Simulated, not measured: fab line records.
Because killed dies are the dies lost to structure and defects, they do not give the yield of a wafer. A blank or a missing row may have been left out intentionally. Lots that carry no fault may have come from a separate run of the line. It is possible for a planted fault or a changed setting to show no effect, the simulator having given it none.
Which tool was responsible? -- flow sky130 -- 12 lots with 36 wafers sampled at 2 steps, on a route of 708 steps

== WHAT EACH GAUGE READ, for each wafer ==
SKY_METAL2_CD_MEAS_15: the cd target is 140 nm.
lot,measured,on,cd_nm (nm)
L645,day 34 21:40,cd_sem-01,139.5 141.0 139.8
L648,day 36 09:55,cd_sem-01,139.0 138.8 142.6
L650,day 36 18:53,cd_sem-01,142.5 141.0 141.9
L651,day 37 05:10,cd_sem-02,141.2 143.0 142.8
L652,day 37 09:26,cd_sem-02,140.7 138.6 138.6
L654,day 38 07:06,cd_sem-02,141.5 140.5 139.3
L655,day 38 15:09,cd_sem-02,140.1 139.3 141.4
L659,day 39 10:32,cd_sem-02,141.0 141.8 140.9
L661,day 40 03:09,cd_sem-02,139.7 140.7 139.4
L662,day 40 05:28,cd_sem-01,141.9 141.0 141.4
L663,day 40 10:20,cd_sem-02,139.3 138.3 139.4
L664,day 41 08:16,cd_sem-01,139.5 139.3 138.9

SKY_VIA2_BOW_MEAS_03.
lot,measured,on,VIA2_BOW (um)
L645,day 34 23:10,film_metro-02,97 81 76
L648,day 36 11:23,film_metro-02,99 92 87
L650,day 36 20:29,film_metro-04,85 88 78
L651,day 37 06:47,film_metro-03,79 81 80
L652,day 37 11:05,film_metro-02,81 78 100
L654,day 38 08:34,film_metro-04,95 90 94
L655,day 38 16:36,film_metro-04,92 94 98
L659,day 39 11:58,film_metro-04,81 95 87
L661,day 40 04:36,film_metro-04,89 86 89
L662,day 40 06:53,film_metro-02,86 85 87
L663,day 40 11:46,film_metro-02,90 101 100
L664,day 41 09:41,film_metro-02,84 88 90

== EACH LOT AND THE TOOL THAT RAN IT (in order: tool; ch and the chambers of the sampled wafers; start) ==
No process step before these readings appears in the record.

== AS READ BY THE TOOLS THEMSELVES (means over the sampled wafers that have a number; for cases with no such wafer, the mark the record gives instead) ==
The record holds no such reading with a usual standard deviation.

== THE ANSWER, worked out from the rows above alone ==
Rule: what is usual is taken from the lots themselves. The widest of any qualifying gaps counts: lots, ordered by their means at a reading, are off when they make up no more than a third of the lots, leave a main group of 4 or more, and stand apart from it by 3 or more times the standard deviation of that group's means. The tables above print the reading to a certain number of digits; a main group whose means all agree to those digits is not used. Also off: a lot with no number at a reading for which 4 or more lots have one. The other lots that the step has rows for count as sound. After the gauges, taken in route order, come the tools' own readings; for these a lot's mean is taken, as printed above. At the first step where some lot is off, the reading lying furthest off is the one used; lots without a number count as furthest.
No lot is off at any reading shown: from this, nothing can be told.

== WHAT THE SIMULATOR HAD PUT IN ==
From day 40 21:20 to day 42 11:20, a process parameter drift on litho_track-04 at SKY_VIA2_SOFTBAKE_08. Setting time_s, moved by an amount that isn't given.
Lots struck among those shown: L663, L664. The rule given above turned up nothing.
